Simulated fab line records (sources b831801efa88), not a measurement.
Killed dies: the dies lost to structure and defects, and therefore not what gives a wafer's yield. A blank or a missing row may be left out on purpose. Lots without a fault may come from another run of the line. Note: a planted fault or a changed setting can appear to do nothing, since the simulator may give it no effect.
A struck lot beside a sound one ; flow sky130 ; 15 out of 708 route steps
Sound: these wafers, L929.2, L929.5, L929.6. Wafers struck: L918.1, L918.2, L918.6. The cause comes at the end.
Each step with rows lists, per side, the tool, then ch with its chambers, then its first start. Under that, the readings that differ: sound wafers ; struck wafers ; difference of the means ; sigmas: that difference in standard deviations of wafers without a fault.
alike: readings with means less than 2 such deviations apart, plus words and numbers identical on both sides. not compared: withheld readings, readings lacking a value on some wafer, bounds such as >300 that could conceal the same value, and numbers that have no deviation in the record and whose values overlap.
Wherever a step has rows on one side only, a row that says differs or no value, or a row with sigmas, the two part there. Non-overlapping numbers with no deviation appear without sigmas and do not part them. A reading that every wafer of one side lacks parts them only if that side has two wafers or more.

SKY_VIA2_OVL_MEAS_13:
  sound on overlay-02, day 41 21:23; struck on overlay-01, day 39 10:47
  alike: VIA2_OVL
SKY_VIA2_ETCH_14: etches BARC in N2/H2, stops on SiO2, time 45.9 s, target depth 60 nm.
  sound on rieDiel-02 ch 0,3, day 41 21:25; struck on rieDiel-02 ch 1,3, day 39 10:49
  alike: drypumpMotorCurrentA, h2FlowSccm, oesProductAu, throttleValvePct
  not compared: rfHoursCounterH
then, 1 step without rows for these wafers: SKY_VIA2_ETCH_15 (etches SiO2 in C4F8/O2/Ar, stops on TiN, target depth 546 nm, time 84 s).
SKY_VIA2_STRIP_16: strips in O2/N2.
  sound on plasmaAsher-03 ch 0,1, day 41 21:32; struck on plasmaAsher-01 ch 0,1, day 39 10:55
  alike: drypumpMotorCurrentA, oesProductAu, stripTimeToEndpointS
  not compared: rfHoursCounterH
then, 3 steps without rows for these wafers: SKY_VIA2_STRIP_17 (strips in post etch residue remover, time 1200 s); SKY_VIA2_CLEAN_18 (cleans in IPA, time 180 s); SKY_VIA2_CLEAN_19 (cleans in O3/DIW).
SKY_VIA2_SPUTTER_20: material TiN, target thk 20 nm, time 80 s.
  sound on pvdSputter-04, day 41 22:07; struck on pvdSputter-02, day 39 11:55
reading;sound;struck;difference;sigmas
cathodeDcPowerW (W);4002.6 3999.6 4000.8;3998.9 4000.4 3999.1;-1.5;-2
throttleValvePct (%);27.1 28.8 29.9;32.1 30.0 29.8;+2.0;+2
  alike: chamberPressurePa
SKY_VIA2_CVD_21: deposits W, target thk 420 nm, time 126.4 s.
  sound on cvdW-01 ch 0,1, day 41 22:11; struck on cvdW-02 ch 0,1, day 39 11:59
  alike: heaterPowerOuterW, heaterPowerW
SKY_VIA2_RS_MEAS_22: measurement is done with a four-point probe.
  sound on filmMetro-01, day 41 22:20; struck on filmMetro-01, day 39 12:07
reading;sound;struck;difference;sigmas
VIA2_W_RS (ohm/sq);0.2816 0.2733 0.2780;0.2729 0.2676 0.2715;-0.0070;-2
SKY_VIA2_THK_MEAS_23: measures by xrf.
  sound on filmMetro-01, day 41 22:26; struck on filmMetro-01, day 39 12:14
  alike: VIA2_W_THK
SKY_VIA2_CMP_24: polishes, stops on SiO2, t overpolish 20 s, target thk 0 nm.
  sound on cmp-02 ch 1,2, day 41 22:32; struck on cmp-02 ch 1,2, day 39 12:17
  alike: motorCurrentA, overpolishRunS, timeToEndpointS
SKY_METAL3_SPUTTER_00: material Ti, target thk 15 nm, time 10 s.
  sound on pvdSputter-01, day 41 22:47; struck on pvdSputter-03, day 39 12:35
  no value came back on the struck wafers for cathodeDcPowerW (W), chamberPressurePa (Pa), throttleValvePct (%); on the sound wafers cathodeDcPowerW (W) reads 2999.2 2999.8 2999.7
then, 1 step without rows for these wafers: SKY_METAL3_SPUTTER_01 (material TiN, target thk 20 nm, time 16.7 s).
-- the record jumps here: 9 days lie between the struck wafers' starts before and after (it left off in module METAL3 and takes up again in module PAD_OPEN, whose first step shown is number 708 of the route) --
SKY_PAD_OPEN_PROBE_99:
  sound on prober-01, day 50 02:34; struck on prober-02, day 48 07:27
reading;sound;struck;difference;sigmas
model.etest.via2Chain.rcOhm;10.17 9.887 10.26;11.1 11 10.8;+0.9;
  alike: defectLimitedYield, killed_at_M0_to_M3, killed_at_M4_up, killedAtContacts, killedAtFrontEnd, killedAtOther, killedDies, killedOnRim, killedOpen, killedShort, sort_bin_3_pad_short, sort_bin_5_function, sort_bin_6_memory, sortNPass, sortYieldPct

WHERE THEY PART
First at SKY_VIA2_SPUTTER_20; last, within this record, at SKY_METAL3_SPUTTER_00. Later steps at which nothing parts them and some readings are alike: SKY_PAD_OPEN_PROBE_99.

WHY: the cause the simulator had injected
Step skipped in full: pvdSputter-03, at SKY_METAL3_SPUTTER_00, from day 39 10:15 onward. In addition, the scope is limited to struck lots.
